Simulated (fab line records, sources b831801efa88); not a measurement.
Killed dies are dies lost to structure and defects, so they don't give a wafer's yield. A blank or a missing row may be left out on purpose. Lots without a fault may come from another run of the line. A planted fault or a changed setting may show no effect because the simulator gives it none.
Chamber matching | flow sfq_line | SFQ_TRILAYER_I2_VIA_ETCH_VIA_ETCH_070 on rie_diel-01: 4 sister chambers
The step etches SiO2 in CHF3, stops on Nb, target depth 260 nm. 16 wafers are shown with their chamber, then 8 later ones without.

WAFERS WITH THEIR CHAMBER
wafer  | chamber | drypump_motor_current_A (A) | oes_product_au (a.u.)
L928.1 | 3       | 6.0                         | 0.861
L928.4 | 3       | 6.0                         | 0.851
L928.6 | 2       | 6.0                         | 0.847
L931.3 | 0       | 6.0                         | 0.855
L931.5 | 2       | 6.0                         | 0.847
L931.6 | 3       | 5.9                         | 0.852
L934.1 | 3       | 5.9                         | 0.856
L934.5 | 0       | 6.0                         | 0.855
L934.6 | 3       | 5.9                         | 0.860
L937.1 | 0       | 6.0                         | 0.857
L937.2 | 3       | 5.9                         | 0.852
L937.6 | 0       | 6.0                         | 0.842
L938.2 | 3       | 5.9                         | 0.856
L938.5 | 1       | 5.4                         | 0.858
L938.6 | 2       | 6.0                         | 0.865
L939.1 | 0       | 6.0                         | 0.865

SIGNATURES (means of the wafers above)
reading                 | chamber 0 | chamber 1 | chamber 2 | chamber 3 | scatter within a chamber
drypump_motor_current_A | 6.000     | 5.400     | 6.000     | 5.929     | 0.0345
oes_product_au          | 0.85480   | 0.85800   | 0.85300   | 0.85543   | 0.00698
Rule: a wafer's distance from a chamber is the root of the sum, over the readings, of the square of ((its reading less the chamber's mean) divided by the reading's scatter). The wafer belongs to the nearest chamber; if the next one is less than 2 further off, it can't be placed. The scatter: the root of (the sum of the squares of (reading less its chamber's mean) over the shown wafers, divided by (wafers less chambers)).

WAFERS WITHOUT THEIR CHAMBER
wafer  | drypump_motor_current_A (A) | oes_product_au (a.u.)
L939.3 | 5.4                         | 0.860
L939.5 | 6.0                         | 0.859
L940.1 | 5.4                         | 0.857
L940.5 | 5.4                         | 0.841
L940.6 | 6.0                         | 0.842
L950.2 | 6.0                         | 0.858
L950.4 | 6.0                         | 0.849
L950.6 | 5.9                         | 0.854

WHICH CHAMBER EACH WENT THROUGH
wafer  | from the rows above          | in truth
L939.3 | 1                            | 1
L939.5 | can't be placed: 0 or 2 or 3 | 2
L940.1 | 1                            | 1
L940.5 | 1                            | 1
L940.6 | can't be placed: 2 or 0 or 3 | 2
L950.2 | can't be placed: 0 or 2 or 3 | 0
L950.4 | can't be placed: 2 or 0 or 3 | 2
L950.6 | 3                            | 3
Placed correctly: 4 of 8. Can't be placed from these rows: 4 (the true chamber is among the candidates in 4). Placed wrongly: 0.
